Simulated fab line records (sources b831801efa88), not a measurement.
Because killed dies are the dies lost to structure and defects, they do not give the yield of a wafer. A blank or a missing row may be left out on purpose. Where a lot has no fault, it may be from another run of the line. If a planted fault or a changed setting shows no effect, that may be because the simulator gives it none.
fab line records | flow sky130 | part 1 of 2: steps 1 to 43 of 44
record: lots: 6 wafers: 18 last-day: 49
route steps=708 shown VIA2@524 METAL3@532 CAPM@537 PAD_OPEN@708
lots with no fault: from the same line, run without faults
start-h: the number of hours between the record's first day and the start of the first shown wafer of the lot | wait-h: time in hours since the lot's previous step | " the same as in the row above | L1.1+2: a single row standing in for several wafers | - either no value or no given start | * or withheld: withheld | < > ~ a bound
route shown NAME@n: a module of which the file shows steps, and the number in the route of the first | usual: the fault-free wafers' mean and standard deviation | same: alike in all rows | chamber/n: place in a boat | sites: the reading at each site | _std_site: their standard deviation | _edge_site: outer sites' mean less inner sites' | radius-mm: how far each site lies from the wafer's centre | mask NAME#n: copy n | behind: the most recent tool/chamber to have shaped the wafer | hold: cause of the lot's hold/its duration in hours/its outcome | device: names the non-switching transistor (n, p or np) | end of line: tests of these same wafers at the route's end | a step given without rows: its recipe and nothing more | killed: dies lost to structure and defects at the first sort, not the wafer's yield | map: per-die view of a wafer (x killed, . not killed, _ where there is no die)
set.NAME: the run value of the setting; set.NAME@STEP: its run value at that earlier step | model.NAME: the simulator's own value behind a step, which no gauge read
a table for each step, a row for each wafer; lots at some steps of the route
services: a tool's chamber out of use, with start hour (start-h, from the record's first day; less than 0 if before it), hours out, and reason
== steps ==
step: SKY_VIA2_STRIP_17
recipe: chemistry: post-etch-residue-remover time-s: 1200 temp-c: 72.5
step: SKY_VIA2_CLEAN_18
recipe: chemistry: IPA time-s: 180 temp-c: 25
step: SKY_VIA2_CLEAN_19
recipe: chemistry: O3/DIW dry: n2-spin
step: SKY_VIA2_SPUTTER_20
recipe: material: TiN target-thk-nm: 20 chamber-pressure-pa: 5 power-w: 4000 time-s: 80
step: SKY_VIA2_CVD_21
recipe: material: W target-thk-nm: 420 time-s: 126.4 temp-c: 400 pressure-torr: 40
usual: chamber-pressure-Torr: 40.00/0.079 heater-power-w: 779/97 susceptor-temp-C: 400.02/0.21
columns lot.wafer tool chamber start-h wait-h chamber-pressure-Torr heater-power-w susceptor-temp-C
L476.1 cvd-w-02 1 847.17 0.0 39.85 750 400.05
L476.2 " 0 " " 40.17 707 400.06
L476.4 " 1 " " 39.92 748 399.72
L481.1 cvd-w-02 1 905.65 0.0 40.00 746 399.91
L481.4 " 0 " " 39.87 738 400.06
L481.6 " 1 " " 40.03 739 399.79
L483.2 cvd-w-02 0 906.21 0.0 40.00 725 400.08
L483.3 " 0 " " 40.10 736 400.02
L483.5 " 0 " " 39.89 713 399.82
L486.1 cvd-w-02 0 937.74 0.0 40.08 728 400.09
L486.4 " 1 " " 39.93 736 399.90
L486.5 " 1 " " 39.99 740 399.98
L490.1 cvd-w-01 1 957.35 0.0 40.22 914 400.14
L490.4 " 0 " " 40.03 680 399.90
L490.5 " 1 " " 40.04 910 400.43
L494.3 cvd-w-01 1 979.92 0.1 40.05 876 399.84
L494.4 " 0 " " 39.94 667 399.85
L494.5 " 1 " " 40.08 914 400.02
step: SKY_VIA2_RS_MEAS_22
recipe: thk-meas-gauge: four-point-probe reads: W_of_VIA2_CVD_21+TiN_of_VIA2_SPUTTER_20
usual: VIA2_W_RS: 0.271/0.0038
columns lot.wafer tool chamber start-h wait-h VIA2_W_RS[ohm/sq]
L476.1 film-metro-04 - 847.30 0.1 0.271
L476.2 " - " " 0.272
L476.4 " - " " 0.270
L481.1 film-metro-01 - 905.78 0.1 0.268
L481.4 " - " " 0.276
L481.6 " - " " 0.269
L483.2 film-metro-01 - 906.36 0.1 0.275
L483.3 " - " " 0.273
L483.5 " - " " 0.269
L486.1 film-metro-03 - 937.87 0.1 0.271
L486.4 " - " " 0.267
L486.5 " - " " 0.264
L490.1 film-metro-04 - 957.48 0.1 0.278
L490.4 " - " " 0.271
L490.5 " - " " 0.278
L494.3 film-metro-04 - 980.05 0.1 0.274
L494.4 " - " " 0.271
L494.5 " - " " 0.276
step: SKY_VIA2_THK_MEAS_23
recipe: thk-meas-gauge: xrf reads: W_of_VIA2_CVD_21
usual: VIA2_W_THK: 414/6.4
columns lot.wafer tool chamber start-h wait-h VIA2_W_THK[nm]
L476.1 film-metro-04 - 847.42 0.1 413
L476.2 " - " " 408
L476.4 " - " " 414
L481.1 film-metro-01 - 905.90 0.1 420
L481.4 " - " " 410
L481.6 " - " " 418
L483.2 film-metro-01 - 906.47 0.1 409
L483.3 " - " " 412
L483.5 " - " " 415
L486.1 film-metro-03 - 937.99 0.1 413
L486.4 " - " " 420
L486.5 " - " " 423
L490.1 film-metro-04 - 957.60 0.1 403
L490.4 " - " " 414
L490.5 " - " " 404
L494.3 film-metro-04 - 980.15 0.1 413
L494.4 " - " " 418
L494.5 " - " " 408
step: SKY_VIA2_CMP_24
recipe: stop-on: SiO2 t-overpolish-s: 20 down-force-psi: 3.5 platen-rpm: 60 target-thk-nm: 0 pad-velocity-m-s: 0.94248
usual: motor-current-A: 11.2/0.77 overpolish-run-s: 20.001/0.01 retaining-ring-pressure-frac: 1.000/0.0048 time-to-endpoint-s: 102/3.9
columns lot.wafer tool chamber start-h wait-h motor-current-A overpolish-run-s retaining-ring-pressure-frac time-to-endpoint-s
L476.1 cmp-02 2 847.48 0.1 12.2 19.992 1.000 103
L476.2 " 0 " " 11.3 19.997 1.000 105
L476.4 " 1 " " 10.7 20.008 0.997 110
L481.4 cmp-01 1 906.01 0.1 12.5 19.999 0.999 99
L481.1 " 2 " " 10.1 19.994 0.999 104
L481.6 " 0 " " 10.5 19.980 0.997 106
L483.2 cmp-01 3 906.52 0.0 11.0 19.990 0.994 98
L483.3 " 0 " " 10.3 20.007 1.000 103
L483.5 " 3 " " 11.1 20.007 1.000 102
L486.1 cmp-01 0 938.05 0.1 10.7 20.026 0.999 110
L486.4 " 1 " " 12.0 19.995 1.002 101
L486.5 " 1 " " 12.6 19.990 1.001 106
L490.4 cmp-02 1 957.76 0.1 10.5 20.014 1.000 109
L490.1 " 2 " " 11.7 20.003 1.007 101
L490.5 " 0 " " 11.4 20.020 1.006 105
L494.4 cmp-02 1 980.19 0.0 10.4 19.994 1.002 103
L494.3 " 0 " " 11.2 19.995 1.002 99
L494.5 " 2 " " 12.0 19.995 0.999 98
step: SKY_METAL3_SPUTTER_00
recipe: material: Ti target-thk-nm: 15 power-w: 3000 time-s: 10 chamber-pressure-pa: 0.4
usual: chamber-pressure-pa: 0.4001/0.00078 throttle-valve-pct: 30.4/1.1
columns lot.wafer tool chamber start-h wait-h chamber-pressure-pa throttle-valve-pct
L476.1 pvd-sputter-04 - 847.78 0.2 0.3993 31.8
L476.2 " - " " 0.4006 32.2
L476.4 " - " " 0.4000 30.0
L481.1 pvd-sputter-03 - 906.26 0.1 0.3996 29.8
L481.4 " - " " 0.4005 30.3
L481.6 " - " " 0.4004 30.3
L483.2 pvd-sputter-04 - 906.82 0.2 0.4002 31.8
L483.3 " - " " 0.3996 29.8
L483.5 " - " " 0.3986 31.4
L486.1 pvd-sputter-02 - 938.35 0.2 0.4007 32.3
L486.4 " - " " 0.4004 29.9
L486.5 " - " " 0.4004 29.8
L490.1 pvd-sputter-03 - 957.96 0.1 0.4008 29.9
L490.4 " - " " 0.4006 29.3
L490.5 " - " " 0.3997 30.2
L494.3 pvd-sputter-03 - 980.49 0.1 0.4006 29.4
L494.4 " - " " 0.3997 30.0
L494.5 " - " " 0.4009 30.2
step: SKY_METAL3_SPUTTER_01
recipe: material: TiN target-thk-nm: 20 power-w: 6500 time-s: 16.7 chamber-pressure-pa: 0.4
usual: chamber-pressure-pa: 0.4000/0.001 throttle-valve-pct: 30.4/1.1
columns lot.wafer tool chamber start-h wait-h chamber-pressure-pa throttle-valve-pct
L476.1 pvd-sputter-04 - 847.80 0.0 0.3997 31.6
L476.2 " - " " 0.3996 32.0
L476.4 " - " " 0.3995 30.0
L481.1 pvd-sputter-03 - 906.28 0.0 0.4004 29.5
L481.4 " - " " 0.3999 30.1
L481.6 " - " " 0.3997 30.3
L483.2 pvd-sputter-04 - 906.84 0.0 0.3992 31.7
L483.3 " - " " 0.4011 30.0
L483.5 " - " " 0.4004 31.7
L486.1 pvd-sputter-02 - 938.37 0.0 0.3989 32.3
L486.4 " - " " 0.3998 29.7
L486.5 " - " " 0.3996 29.7
L490.1 pvd-sputter-03 - 957.98 0.0 0.3983 30.0
L490.4 " - " " 0.3998 29.3
L490.5 " - " " 0.4001 30.3
L494.3 pvd-sputter-03 - 980.51 0.0 0.4000 29.4
L494.4 " - " " 0.3998 30.2
L494.5 " - " " 0.4006 29.8
step: SKY_METAL3_SPUTTER_02
recipe: material: AlCu target-thk-nm: 735 power-w: 10600 time-s: 39.1 chamber-pressure-pa: 0.4
step: SKY_METAL3_SPUTTER_03
recipe: material: Ti target-thk-nm: 5 power-w: 3000 time-s: 3.3 chamber-pressure-pa: 0.4
step: SKY_METAL3_SPUTTER_04
recipe: material: TiN target-thk-nm: 70 power-w: 6500 time-s: 58.3 chamber-pressure-pa: 0.4
usual: chamber-pressure-pa: 0.4001/0.00079 throttle-valve-pct: 30.4/1
columns lot.wafer tool chamber start-h wait-h chamber-pressure-pa throttle-valve-pct model.TiN_of_METAL3_SPUTTER_04.thk-nm
L476.1 pvd-sputter-04 - 847.90 0.0 0.4003 31.7 70.42
L476.2 " - " " 0.4009 31.9 70.2
L476.4 " - " " 0.3999 29.6 70.39
L481.1 pvd-sputter-03 - 906.36 0.0 0.4011 30.0 69.99
L481.4 " - " " 0.4002 29.9 68.95
L481.6 " - " " 0.3991 30.1 69.29
L483.2 pvd-sputter-04 - 906.92 0.0 0.4005 31.7 70.25
L483.3 " - " " 0.3993 29.6 70.05
L483.5 " - " " 0.4005 31.6 69.85
L486.1 pvd-sputter-02 - 938.45 0.0 0.3997 32.4 70.32
L486.4 " - " " 0.4004 29.5 70.63
L486.5 " - " " 0.4005 29.8 70.88
L490.1 pvd-sputter-03 - 958.06 0.0 0.3991 29.9 22.76
L490.4 " - " " 0.4015 29.5 24.92
L490.5 " - " " 0.4000 30.1 23.9
L494.3 pvd-sputter-03 - 980.59 0.0 0.3996 29.4 25.29
L494.4 " - " " 0.4003 30.2 23.69
L494.5 " - " " 0.3990 30.0 24.85
step: SKY_CAPM_CVD_00
recipe: material: SiO2 target-thk-nm: 15.5 temp-c: 400 time-s: withheld rf-w: 450
step: SKY_CAPM_THK_MEAS_01
recipe: reads: SiO2_of_CAPM_CVD_00
usual: CAPM_CVD_00_THK: 15.64/0.21
columns lot.wafer tool chamber start-h wait-h CAPM_CVD_00_THK[nm]
L476.1 film-metro-02 - 847.97 - 15.62
L476.2 " - " " 15.29
L476.4 " - " " 15.66
L481.1 film-metro-02 - 906.43 - 15.50
L481.4 " - " " 15.55
L481.6 " - " " 15.57
L483.2 film-metro-01 - 907.00 - 15.63
L483.3 " - " " 15.71
L483.5 " - " " 15.79
L486.1 film-metro-03 - 938.52 - 15.56
L486.4 " - " " 15.86
L486.5 " - " " 16.09
L490.1 film-metro-01 - 958.15 - 15.49
L490.4 " - " " 15.95
L490.5 " - " " 15.85
L494.3 film-metro-03 - 980.68 - 15.57
L494.4 " - " " 15.83
L494.5 " - " " 15.61
step: SKY_CAPM_SPUTTER_02
recipe: material: TiN target-thk-nm: 200 temp-c: 300 power-w: 6500 time-s: 166.7 chamber-pressure-pa: 0.4
step: SKY_CAPM_RS_MEAS_03
recipe: thk-meas-gauge: four-point-probe reads: TiN_of_CAPM_SPUTTER_02
usual: CAPM_TIN_RS: 6.90/0.087
columns lot.wafer tool chamber start-h wait-h CAPM_TIN_RS[ohm/sq]
L476.1 film-metro-03 - 848.14 0.1 7.05
L476.2 " - " " 6.93
L476.4 " - " " 6.97
L481.1 film-metro-02 - 906.60 0.1 6.98
L481.4 " - " " 6.97
L481.6 " - " " 6.93
L483.2 film-metro-01 - 907.18 0.1 6.96
L483.3 " - " " 6.89
L483.5 " - " " 6.95
L486.1 film-metro-02 - 938.69 0.1 7.10
L486.4 " - " " 7.00
L486.5 " - " " 6.95
L490.1 film-metro-02 - 958.31 0.1 6.86
L490.4 " - " " 6.77
L490.5 " - " " 6.94
L494.3 film-metro-01 - 980.87 0.1 6.91
L494.4 " - " " 6.99
L494.5 " - " " 7.01
step: SKY_CAPM_THK_MEAS_04
recipe: thk-meas-gauge: xrf reads: TiN_of_CAPM_SPUTTER_02
usual: CAPM_TIN_THK: 200.7/2.8
columns lot.wafer tool chamber start-h wait-h CAPM_TIN_THK[nm]
L476.1 film-metro-03 - 848.26 0.1 197.9
L476.2 " - " " 199.5
L476.4 " - " " 198.2
L481.1 film-metro-02 - 906.72 0.1 198.2
L481.4 " - " " 198.2
L481.6 " - " " 199.5
L483.2 film-metro-01 - 907.29 0.1 199.1
L483.3 " - " " 200.8
L483.5 " - " " 199.9
L486.1 film-metro-02 - 938.81 0.1 195.1
L486.4 " - " " 195.6
L486.5 " - " " 197.2
L490.1 film-metro-02 - 958.43 0.1 199.7
L490.4 " - " " 203.0
L490.5 " - " " 198.2
L494.3 film-metro-01 - 980.97 0.1 200.9
L494.4 " - " " 199.8
L494.5 " - " " 198.6
step: SKY_CAPM_DEHYDRATE_05
recipe: temp-c: 200 time-s: 60
step: SKY_CAPM_HMDS_06
recipe: prime-time-s: 60 prime-temp-c: 120
step: SKY_CAPM_COAT_07
recipe: resist: NOVOLAK spin-rpm: 3000 resist-thk-nm: 1140
step: SKY_CAPM_SOFTBAKE_08
recipe: temp-c: 90 time-s: 60 resist: NOVOLAK
step: SKY_CAPM_EXPOSE_09
recipe: mask-id: CAPM na: 0.6 source-shape: conventional sigma-outer: 0.6 polarization: unpolarized target-cd-nm: 1000 dose-mj: 159
step: SKY_CAPM_PEB_10
recipe: temp-c: withheld time-s: * resist: NOVOLAK
step: SKY_CAPM_DEVELOP_11
recipe: resist: NOVOLAK developer: TMAH develop-time-s: 60 dev-temp-c: 23
step: SKY_CAPM_OVL_MEAS_12
usual: CAPM_OVL: 0.9/1.2
columns lot.wafer tool chamber start-h wait-h CAPM_OVL[nm]
L476.1 overlay-01 - 874.39 0.1 -0.2
L476.2 " - " " -0.1
L476.4 " - " " -0.2
L481.1 overlay-02 - 931.17 0.1 2.1
L481.4 " - " " 2.6
L481.6 " - " " 2.0
L483.2 overlay-01 - 932.02 0.1 -0.1
L483.3 " - " " -0.9
L483.5 " - " " 1.9
L486.1 overlay-02 - 962.62 0.1 0.3
L486.4 " - " " -0.2
L486.5 " - " " -1.1
L490.1 overlay-01 - 981.29 0.1 2.9
L490.4 " - " " 1.4
L490.5 " - " " 2.1
L494.3 overlay-01 - 1004.38 0.1 1.2
L494.4 " - " " 0.5
L494.5 " - " " 0.3
step: SKY_CAPM_METAL_ETCH_13
recipe: target-depth-nm: 220 stop-on: SiO2 chemistry: Cl2/BCl3 target: TiN pressure-mtorr: 10 icp-w: 900 bias-w: 48.5 Cl2_flow_sccm: 60 bcl3-flow-sccm: 30 time-s: 62.9
usual: drypump-motor-current-A: 5.8/0.35 oes-product-au: 0.943/0.0083 throttle-valve-pct: 21.902/0.01
columns lot.wafer tool chamber start-h wait-h drypump-motor-current-A oes-product-au rf-hours-counter-h throttle-valve-pct
L476.1 rie-metal-02 1 874.43 0.0 5.5 0.934 10 21.903
L476.2 " 0 " " 6.2 0.936 11 21.919
L476.4 " 1 " " 5.4 0.942 - 21.899
L481.1 rie-metal-03 1 931.20 0.0 6.2 0.939 15 21.916
L481.4 " 1 " " 6.2 0.937 - 21.903
L481.6 " 1 " " 6.2 0.936 - 21.895
L483.2 rie-metal-01 1 932.05 0.0 5.6 0.946 16 21.914
L483.3 " 1 " " 5.6 0.940 - 21.913
L483.5 " 1 " " 5.6 0.946 - 21.918
L486.1 rie-metal-03 0 962.65 0.0 6.1 0.933 5 21.899
L486.4 " 0 " " 6.1 0.921 - 21.920
L486.5 " 1 " " 6.2 0.928 - 21.909
L490.1 rie-metal-02 0 981.33 0.0 6.2 0.948 16 21.909
L490.4 " 1 " " 5.5 0.950 - 21.890
L490.5 " 0 " " 6.3 0.942 - 21.906
L494.3 rie-metal-02 1 1004.42 0.0 5.4 0.946 - 21.907
L494.4 " 0 " " 6.2 0.930 - 21.891
L494.5 " 1 " " 5.4 0.930 - 21.904
step: SKY_CAPM_STRIP_14
recipe: chemistry: O2/N2 power-w: 1400 pressure-mtorr: 1500 platen-temp-c: withheld o2-flow-sccm: 3000 n2-flow-sccm: 300 overash-fraction: 0.5
step: SKY_CAPM_STRIP_15
recipe: chemistry: post-etch-residue-remover time-s: 1200 temp-c: 72.5
step: SKY_CAPM_CLEAN_16
recipe: chemistry: IPA time-s: 180 temp-c: 25
step: SKY_CAPM_CLEAN_17
recipe: chemistry: O3/DIW dry: n2-spin
step: SKY_METAL3_DEHYDRATE_05
recipe: temp-c: 200 time-s: 60
step: SKY_METAL3_HMDS_06
recipe: prime-time-s: 60 prime-temp-c: 120
step: SKY_METAL3_COAT_07
recipe: resist: BARC temp-c: withheld time-s: withheld spin-rpm: 3000 resist-thk-nm: 60
step: SKY_METAL3_COAT_08
recipe: resist: KrF-thick spin-rpm: 3000 resist-thk-nm: 1140
step: SKY_METAL3_SOFTBAKE_09
recipe: temp-c: 100 time-s: 90 resist: KrF-thick
step: SKY_METAL3_EXPOSE_10
recipe: mask-id: MM3 na: 0.68 source-shape: annular sigma-inner: 0.4 sigma-outer: 0.8 target-cd-nm: 300 dose-mj: 28
step: SKY_METAL3_PEB_11
recipe: peb-temp-c: withheld peb-time-s: withheld resist: KrF-thick
step: SKY_METAL3_DEVELOP_12
recipe: develop-time-s: 60 resist: KrF-thick dev-temp-c: 21
step: SKY_METAL3_CD_MEAS_13
recipe: target-cd-nm: 300
usual: cd-nm: 300.0/1.3
columns lot.wafer tool chamber start-h wait-h cd-nm
L476.1 cd-sem-02 - 900.42 - 301.7
L476.2 " - " " 300.0
L476.4 " - " " 300.9
L481.1 cd-sem-01 - 956.74 - 301.7
L481.4 " - " " 300.7
L481.6 " - " " 300.1
L483.2 cd-sem-01 - 957.21 - 300.1
L483.3 " - " " 300.9
L483.5 " - " " 298.8
L486.1 cd-sem-02 - 986.80 - 298.3
L486.4 " - " " 298.5
L486.5 " - " " 297.7
L490.1 cd-sem-02 - 1006.00 - 301.0
L490.4 " - " " 299.9
L490.5 " - " " 300.5
L494.3 cd-sem-01 - 1027.88 - 300.4
L494.4 " - " " 300.2
L494.5 " - " " 300.0
step: SKY_METAL3_OVL_MEAS_14
usual: METAL3_OVL: 3/6.2
columns lot.wafer tool chamber start-h wait-h METAL3_OVL[nm]
L476.1 overlay-01 - 900.54 0.1 11
L476.2 " - " " 11
L476.4 " - " " 17
L481.1 overlay-01 - 956.86 0.1 -1
L481.4 " - " " -10
L481.6 " - " " -17
L483.2 overlay-01 - 957.32 0.1 0
L483.3 " - " " -3
L483.5 " - " " 1
L486.1 overlay-01 - 986.92 0.1 8
L486.4 " - " " 9
L486.5 " - " " 8
L490.1 overlay-02 - 1006.12 0.1 5
L490.4 " - " " 8
L490.5 " - " " 16
L494.3 overlay-01 - 1027.98 0.1 -3
L494.4 " - " " -2
L494.5 " - " " 2
step: SKY_METAL3_DESCUM_15
recipe: chemistry: O2 source-power-w: 150 bias-power-w: 0 pressure-mtorr: 10 temp-c: 40 time-s: 8
step: SKY_METAL3_METAL_ETCH_18
recipe: target-depth-a: 8450 stop-on: SiO2 over-etch-frac: 0.3 time-s: 183.1 chemistry: Cl2/BCl3 resist-sidewall-deg: 88 pressure-mtorr: 10 icp-w: 900 bias-w: 48.5 Cl2_flow_sccm: 60 bcl3-flow-sccm: 30
usual: drypump-motor-current-A: 6.22/0.22 oes-product-au: 0.863/0.0067 throttle-valve-pct: 22.265/0.011
columns lot.wafer tool chamber start-h wait-h drypump-motor-current-A oes-product-au rf-hours-counter-h throttle-valve-pct
L476.1 rie-metal-04 0 900.72 0.0 6.17 0.869 17 22.251
L476.2 " 0 " " 6.09 0.866 - 22.259
L476.4 " 0 " " 6.15 0.848 - 22.253
L481.1 rie-metal-04 1 957.05 0.0 6.49 0.868 13 22.246
L481.4 " 0 " " 6.15 0.865 - 22.260
L481.6 " 0 " " 6.16 0.858 - 22.251
L483.2 rie-metal-03 1 957.50 0.0 6.20 0.861 16 22.260
L483.3 " 0 " " 6.11 0.862 - 22.276
L483.5 " 0 " " 6.11 0.878 - 22.272
L486.1 rie-metal-04 0 987.10 0.0 6.13 0.851 2 22.258
L486.4 " 0 " " 6.09 0.853 - 22.270
L486.5 " 0 " " 6.13 0.851 - 22.279
L490.1 rie-metal-03 1 1006.30 0.0 6.18 0.850 19 22.262
L490.4 " 0 " " 6.12 0.849 - 22.261
L490.5 " 0 " " 6.05 0.834 - 22.275
L494.3 rie-metal-04 1 1028.21 0.1 6.50 0.846 - 22.270
L494.4 " 0 " " 6.12 0.826 - 22.279
L494.5 " 1 " " 6.50 0.829 - 22.245
== key ==
first-sign: step: SKY_METAL3_METAL_ETCH_18 reading: oes-product-au direction: down sigmas: 3.5 usual: 0.863 struck: 0.839
effect none on later readings
model-effect: step: SKY_METAL3_SPUTTER_04 value: TiN_of_METAL3_SPUTTER_04.thk-nm without: 68.89 struck: 24.24
model-effect: step: SKY_PAD_OPEN_PROBE_99 value: etest.via3-chain.rc-ohm without: 10.25 struck: 8.902
met-at SKY_METAL3_SPUTTER_04
struck-wafers L490.1,L490.4,L490.5,L494.3,L494.4,L494.5
onset-between 906.36 958.06
also-fits time
fault: kind: process-parameter-drift tool: pvd-sputter-03 chamber: - onset-h: 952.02 steps: SKY_METAL3_SPUTTER_04 channel: target-thk-nm offset: -44.656 shape: step end-h: 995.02 acts-in: these-recipes-only stated: 70
